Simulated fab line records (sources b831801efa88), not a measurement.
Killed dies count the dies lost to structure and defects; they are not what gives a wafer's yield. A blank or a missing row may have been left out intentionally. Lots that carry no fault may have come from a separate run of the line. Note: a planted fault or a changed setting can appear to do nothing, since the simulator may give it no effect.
The tool behind it: which one? :: flow gf180mcu :: 14 lots with 42 wafers sampled at 5 steps, on a route of 602 steps

## WHAT EACH GAUGE READ, for each wafer
GF_STI_CD_MEAS_12: target cd 220 nm. Usual: cd nm at 220.0 nm, with a standard deviation of 1.3.
lot: L927
measured: day 2 02:32
on: cd sem-01
cd nm (nm): 218.8 217.5 218.9
flag: 

lot: L928
measured: day 2 07:53
on: cd sem-02
cd nm (nm): 220.2 218.3 219.9
flag: 

lot: L930
measured: day 2 17:34
on: cd sem-02
cd nm (nm): 220.1 221.3 220.9
flag: 

lot: L931
measured: day 2 22:39
on: cd sem-02
cd nm (nm): 220.8 221.2 220.7
flag: 

lot: L932
measured: day 3 04:11
on: cd sem-02
cd nm (nm): 217.6 219.0 218.9
flag: 

lot: L933
measured: day 3 07:52
on: cd sem-01
cd nm (nm): 218.6 218.8 219.7
flag: 

lot: L938
measured: day 4 09:58
on: cd sem-01
cd nm (nm): 219.8 221.1 218.6
flag: 

lot: L939
measured: day 4 15:05
on: cd sem-01
cd nm (nm): 273.6 272.2 273.4
flag: OFF

lot: L940
measured: day 4 20:28
on: cd sem-02
cd nm (nm): 275.0 275.3 275.1
flag: OFF

lot: L941
measured: day 5 01:06
on: cd sem-02
cd nm (nm): 217.4 217.8 217.1
flag: 

lot: L943
measured: day 5 11:21
on: cd sem-01
cd nm (nm): 219.6 220.5 220.8
flag: 

lot: L944
measured: day 5 18:08
on: cd sem-02
cd nm (nm): 220.8 219.0 219.5
flag: 

lot: L947
measured: day 6 08:12
on: cd sem-02
cd nm (nm): 217.7 219.1 218.6
flag: 

lot: L950
measured: day 6 23:51
on: cd sem-01
cd nm (nm): 218.7 219.3 219.1
flag: 

GF_MVSD_OVL_MEAS_07. Usual: MVSD_OVL gives -0.7 nm (standard deviation 1.7).
lot: L927
measured: day 4 11:16
on: overlay-02
MVSD_OVL (nm): -2.6 -3.0 -1.4
flag: 

lot: L928
measured: day 4 17:28
on: overlay-02
MVSD_OVL (nm): -1.7 -2.8 -1.1
flag: 

lot: L930
measured: day 5 04:58
on: overlay-02
MVSD_OVL (nm): -1.1 -0.4 0.3
flag: 

lot: L931
measured: day 5 10:46
on: overlay-02
MVSD_OVL (nm): -0.1 -0.4 -0.5
flag: 

lot: L932
measured: day 5 15:13
on: overlay-01
MVSD_OVL (nm): -3.0 -2.5 -4.6
flag: 

lot: L933
measured: day 5 20:37
on: overlay-01
MVSD_OVL (nm): 0.0 -0.9 -1.3
flag: 

lot: L938
measured: day 7 02:01
on: overlay-01
MVSD_OVL (nm): -0.9 -1.8 -0.8
flag: 

lot: L941
measured: day 7 18:10
on: overlay-02
MVSD_OVL (nm): 0.2 -0.2 -0.8
flag: 

lot: L943
measured: day 8 05:55
on: overlay-01
MVSD_OVL (nm): 2.6 3.2 3.0
flag: 

lot: L944
measured: day 8 13:46
on: overlay-02
MVSD_OVL (nm): -1.4 -0.8 -2.2
flag: 

lot: L947
measured: day 9 03:52
on: overlay-01
MVSD_OVL (nm): -2.4 -1.9 -1.6
flag: 

lot: L950
measured: day 9 22:52
on: overlay-01
MVSD_OVL (nm): 1.4 -0.8 1.6
flag: 

## WHAT TOOL EACH LOT RAN ON (gives the tool, then ch and the chambers of the sampled wafers, and finally the start)
lot: L927
GF_STI_PEB_10: litho track-04 ch 0, day 2 02:11
GF_STI_CMP_25: cmp-01 ch 0,1,2, day 2 04:34
GF_DNWELL_STRIP_08: plasma asher-01 ch 0,1, day 2 19:00

lot: L928
GF_STI_PEB_10: litho track-03 ch 0, day 2 07:32
GF_STI_CMP_25: cmp-01 ch 0,3, day 2 09:55
GF_DNWELL_STRIP_08: plasma asher-01 ch 0,1, day 3 00:45

lot: L930
GF_STI_PEB_10: litho track-04 ch 0, day 2 17:13
GF_STI_CMP_25: cmp-01 ch 0,2,3, day 2 19:39
GF_DNWELL_STRIP_08: plasma asher-03 ch 0,1, day 3 11:31

lot: L931
GF_STI_PEB_10: litho track-04 ch 0, day 2 22:20
GF_STI_CMP_25: cmp-02 ch 1,2, day 3 00:40
GF_DNWELL_STRIP_08: plasma asher-02 ch 0,1, day 3 16:23

lot: L932
GF_STI_PEB_10: litho track-04 ch 0, day 3 03:50
GF_STI_CMP_25: cmp-01 ch 1,3, day 3 06:13
GF_DNWELL_STRIP_08: plasma asher-02 ch 0,1, day 3 21:15

lot: L933
GF_STI_PEB_10: litho track-04 ch 0, day 3 07:31
GF_STI_CMP_25: cmp-02 ch 0,3, day 3 09:55
GF_DNWELL_STRIP_08: plasma asher-01 ch 0,1, day 4 01:31

lot: L938
GF_STI_PEB_10: litho track-03 ch 0, day 4 09:37
GF_STI_CMP_25: cmp-02 ch 1,2,3, day 4 12:08
GF_DNWELL_STRIP_08: plasma asher-01 ch 0,1, day 5 04:45

lot: L939
GF_STI_PEB_10: litho track-03 ch 0, day 4 14:46
GF_STI_CMP_25: cmp-02 ch 0,3, day 4 17:22
GF_DNWELL_STRIP_08: -

lot: L940
GF_STI_PEB_10: litho track-03 ch 0, day 4 20:07
GF_STI_CMP_25: cmp-02 ch 0,1,2, day 4 22:40
GF_DNWELL_STRIP_08: -

lot: L941
GF_STI_PEB_10: litho track-02 ch 0, day 5 00:45
GF_STI_CMP_25: cmp-02 ch 0,1,3, day 5 03:12
GF_DNWELL_STRIP_08: plasma asher-01 ch 0,1, day 5 20:01

lot: L943
GF_STI_PEB_10: litho track-02 ch 0, day 5 11:00
GF_STI_CMP_25: cmp-01 ch 0,3, day 5 13:55
GF_DNWELL_STRIP_08: plasma asher-01 ch 0,1, day 6 07:07

lot: L944
GF_STI_PEB_10: litho track-04 ch 0, day 5 17:47
GF_STI_CMP_25: cmp-02 ch 0,1,2, day 5 20:11
GF_DNWELL_STRIP_08: plasma asher-01 ch 0,1, day 6 13:30

lot: L947
GF_STI_PEB_10: litho track-02 ch 0, day 6 07:51
GF_STI_CMP_25: cmp-02 ch 0,2, day 6 10:19
GF_DNWELL_STRIP_08: plasma asher-02 ch 0,1, day 7 04:03

lot: L950
GF_STI_PEB_10: litho track-04 ch 0, day 6 23:31
GF_STI_CMP_25: cmp-01 ch 0,1,2, day 7 02:28
GF_DNWELL_STRIP_08: plasma asher-03 ch 0,1, day 7 19:56
- GF_STI_PEB_10: peb time 90 s.
- GF_STI_CMP_25: polishes, stops on Si3N4, t overpolish 33 s, target thk 524.6 nm.
- GF_DNWELL_STRIP_08: strips in O2/N2.

## WHAT THE TOOLS THEMSELVES READ (means of the sampled wafers that have a number; where no wafer has one, the mark that the record gives instead)
GF_STI_PEB_10. Usual: heater power total W 85.70 W, standard deviation 0.081; plate temp C 134.98 C, standard deviation 0.16.
lot: L927
tool: litho track-04
heater power total W (W): 85.70
plate temp C (C): 135.07
flag: 

lot: L928
tool: litho track-03
heater power total W (W): 85.75
plate temp C (C): 135.18
flag: 

lot: L930
tool: litho track-04
heater power total W (W): 85.66
plate temp C (C): 135.09
flag: 

lot: L931
tool: litho track-04
heater power total W (W): 85.67
plate temp C (C): 134.89
flag: 

lot: L932
tool: litho track-04
heater power total W (W): 85.69
plate temp C (C): 135.25
flag: 

lot: L933
tool: litho track-04
heater power total W (W): 85.72
plate temp C (C): 135.04
flag: 

lot: L938
tool: litho track-03
heater power total W (W): 85.73
plate temp C (C): 134.96
flag: 

lot: L939
tool: litho track-03
heater power total W (W): 76.50
plate temp C (C): 123.68
flag: OFF

lot: L940
tool: litho track-03
heater power total W (W): 76.38
plate temp C (C): 123.66
flag: OFF

lot: L941
tool: litho track-02
heater power total W (W): 85.62
plate temp C (C): 134.97
flag: 

lot: L943
tool: litho track-02
heater power total W (W): 85.75
plate temp C (C): 134.82
flag: 

lot: L944
tool: litho track-04
heater power total W (W): 85.77
plate temp C (C): 135.02
flag: 

lot: L947
tool: litho track-02
heater power total W (W): 85.69
plate temp C (C): 134.90
flag: 

lot: L950
tool: litho track-04
heater power total W (W): 85.73
plate temp C (C): 134.87
flag: 

GF_STI_CMP_25. Usual: motor current A 12.5 A, standard deviation 1.1; overpolish run s 33.001 s, standard deviation 0.0086; platen rpm 60.00 rpm, standard deviation 0.036; retaining ring pressure frac 1.000, standard deviation 0.0052; slurry filter dp kPa 13.49 kPa, standard deviation 0.13; time to endpoint s 125 s, standard deviation 4.9.
lot: L927
tool: cmp-01
motor current A (A): 12.2
overpolish run s (s): 33.005
platen rpm (rpm): 59.94
retaining ring pressure frac: 0.997
slurry filter dp kPa (kPa): 13.43
time to endpoint s (s): 124
flag: 

lot: L928
tool: cmp-01
motor current A (A): 12.3
overpolish run s (s): 33.010
platen rpm (rpm): 59.99
retaining ring pressure frac: 0.994
slurry filter dp kPa (kPa): 13.46
time to endpoint s (s): 119
flag: 

lot: L930
tool: cmp-01
motor current A (A): 13.0
overpolish run s (s): 33.001
platen rpm (rpm): 60.04
retaining ring pressure frac: 0.996
slurry filter dp kPa (kPa): 13.46
time to endpoint s (s): 123
flag: 

lot: L931
tool: cmp-02
motor current A (A): 11.9
overpolish run s (s): 32.999
platen rpm (rpm): 60.02
retaining ring pressure frac: 1.003
slurry filter dp kPa (kPa): 13.44
time to endpoint s (s): 126
flag: 

lot: L932
tool: cmp-01
motor current A (A): 13.4
overpolish run s (s): 33.001
platen rpm (rpm): 60.02
retaining ring pressure frac: 1.003
slurry filter dp kPa (kPa): 13.59
time to endpoint s (s): 122
flag: 

lot: L933
tool: cmp-02
motor current A (A): 13.0
overpolish run s (s): 33.008
platen rpm (rpm): 60.03
retaining ring pressure frac: 1.002
slurry filter dp kPa (kPa): 13.53
time to endpoint s (s): 121
flag: 

lot: L938
tool: cmp-02
motor current A (A): 12.4
overpolish run s (s): 32.998
platen rpm (rpm): 60.04
retaining ring pressure frac: 0.995
slurry filter dp kPa (kPa): 13.55
time to endpoint s (s): 126
flag: 

lot: L939
tool: cmp-02
motor current A (A): 12.8
overpolish run s (s): 33.000
platen rpm (rpm): 60.00
retaining ring pressure frac: 1.001
slurry filter dp kPa (kPa): 13.44
time to endpoint s (s): 122
flag: 

lot: L940
tool: cmp-02
motor current A (A): 12.2
overpolish run s (s): 33.005
platen rpm (rpm): 59.99
retaining ring pressure frac: 1.003
slurry filter dp kPa (kPa): 13.55
time to endpoint s (s): 126
flag: 

lot: L941
tool: cmp-02
motor current A (A): 12.2
overpolish run s (s): 32.996
platen rpm (rpm): 59.99
retaining ring pressure frac: 1.004
slurry filter dp kPa (kPa): 13.44
time to endpoint s (s): 126
flag: 

lot: L943
tool: cmp-01
motor current A (A): 13.4
overpolish run s (s): 33.003
platen rpm (rpm): 60.02
retaining ring pressure frac: 1.004
slurry filter dp kPa (kPa): 13.36
time to endpoint s (s): 121
flag: 

lot: L944
tool: cmp-02
motor current A (A): 12.2
overpolish run s (s): 32.992
platen rpm (rpm): 60.02
retaining ring pressure frac: 0.999
slurry filter dp kPa (kPa): 13.47
time to endpoint s (s): 123
flag: 

lot: L947
tool: cmp-02
motor current A (A): 12.6
overpolish run s (s): 33.003
platen rpm (rpm): 60.03
retaining ring pressure frac: 1.004
slurry filter dp kPa (kPa): 13.43
time to endpoint s (s): 122
flag: 

lot: L950
tool: cmp-01
motor current A (A): 11.9
overpolish run s (s): 33.008
platen rpm (rpm): 60.00
retaining ring pressure frac: 1.001
slurry filter dp kPa (kPa): 13.66
time to endpoint s (s): 127
flag: 

GF_DNWELL_STRIP_08. Usual: drypump motor current A 5.8 A, standard deviation 0.41; heater power w 353 W, standard deviation 39; oes product au 0.722 a.u., standard deviation 0.0046; strip time to endpoint s 36.97 s, standard deviation 0.095.
lot: L927
tool: plasma asher-01
drypump motor current A (A): 5.7
heater power w (W): 354
oes product au (a.u.): 0.727
strip time to endpoint s (s): 36.86
flag: 

lot: L928
tool: plasma asher-01
drypump motor current A (A): 5.8
heater power w (W): 349
oes product au (a.u.): 0.725
strip time to endpoint s (s): 36.89
flag: 

lot: L930
tool: plasma asher-03
drypump motor current A (A): 5.8
heater power w (W): 377
oes product au (a.u.): 0.721
strip time to endpoint s (s): 36.98
flag: 

lot: L931
tool: plasma asher-02
drypump motor current A (A): 6.1
heater power w (W): 339
oes product au (a.u.): 0.723
strip time to endpoint s (s): 37.01
flag: 

lot: L932
tool: plasma asher-02
drypump motor current A (A): 5.8
heater power w (W): 365
oes product au (a.u.): 0.724
strip time to endpoint s (s): 36.99
flag: 

lot: L933
tool: plasma asher-01
drypump motor current A (A): 5.8
heater power w (W): 351
oes product au (a.u.): 0.719
strip time to endpoint s (s): 36.99
flag: 

lot: L938
tool: plasma asher-01
drypump motor current A (A): 5.8
heater power w (W): 349
oes product au (a.u.): 0.722
strip time to endpoint s (s): 37.03
flag: 

lot: L941
tool: plasma asher-01
drypump motor current A (A): 5.8
heater power w (W): 355
oes product au (a.u.): 0.726
strip time to endpoint s (s): 37.07
flag: 

lot: L943
tool: plasma asher-01
drypump motor current A (A): 5.8
heater power w (W): 350
oes product au (a.u.): 0.725
strip time to endpoint s (s): 36.98
flag: 

lot: L944
tool: plasma asher-01
drypump motor current A (A): 5.8
heater power w (W): 352
oes product au (a.u.): 0.713
strip time to endpoint s (s): 36.93
flag: 

lot: L947
tool: plasma asher-02
drypump motor current A (A): 5.8
heater power w (W): 361
oes product au (a.u.): 0.728
strip time to endpoint s (s): 36.87
flag: 

lot: L950
tool: plasma asher-03
drypump motor current A (A): 5.8
heater power w (W): 370
oes product au (a.u.): 0.722
strip time to endpoint s (s): 36.86
flag: 

## THE ANSWER, worked out from the rows above alone
Rule: a lot is off if the mean of its wafers that have a number lies more than 3 standard deviations from the usual mean. A lot without any number at a reading at which 4 lots or more have one is off too. The other lots that the step has rows for count as sound. The gauges are gone through in route order, then the tools' own readings, and for those a lot's mean is taken as printed above. The first step at which some lot is off is used, and at that step the reading that is off furthest; a lot without a number counts as furthest.
Off at GF_STI_CD_MEAS_12 (cd nm): L939, L940.
A tool fits if, at a process step before that reading, it ran every lot that is off, and no sound lot after the first of them. The gauges at GF_STI_CD_MEAS_12 aren't tried: what is off there is off at GF_STI_PEB_10 too, on other tools, and a gauge's error can't cause that. One fits: litho track-03 at GF_STI_PEB_10. Its last sound lot is L938 (day 4 09:37), its first lot that is off L939 (day 4 14:46): a fault that began between those two fits.
The tool's own readings at GF_STI_PEB_10 bear it out: on the lots that are off they differ by more than 5 times the standard deviation of the sound lots' means. heater power total W reads 76.44 W there against 85.71 W on the sound lots; plate temp C reads 123.67 C there against 135.00 C on the sound lots.

## WHAT THE SIMULATOR HAD PUT IN
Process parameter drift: litho track-03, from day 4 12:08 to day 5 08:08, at GF_STI_PEB_10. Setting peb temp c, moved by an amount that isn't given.
Struck lots among those shown: L939, L940. The rule given above showed the same thing.
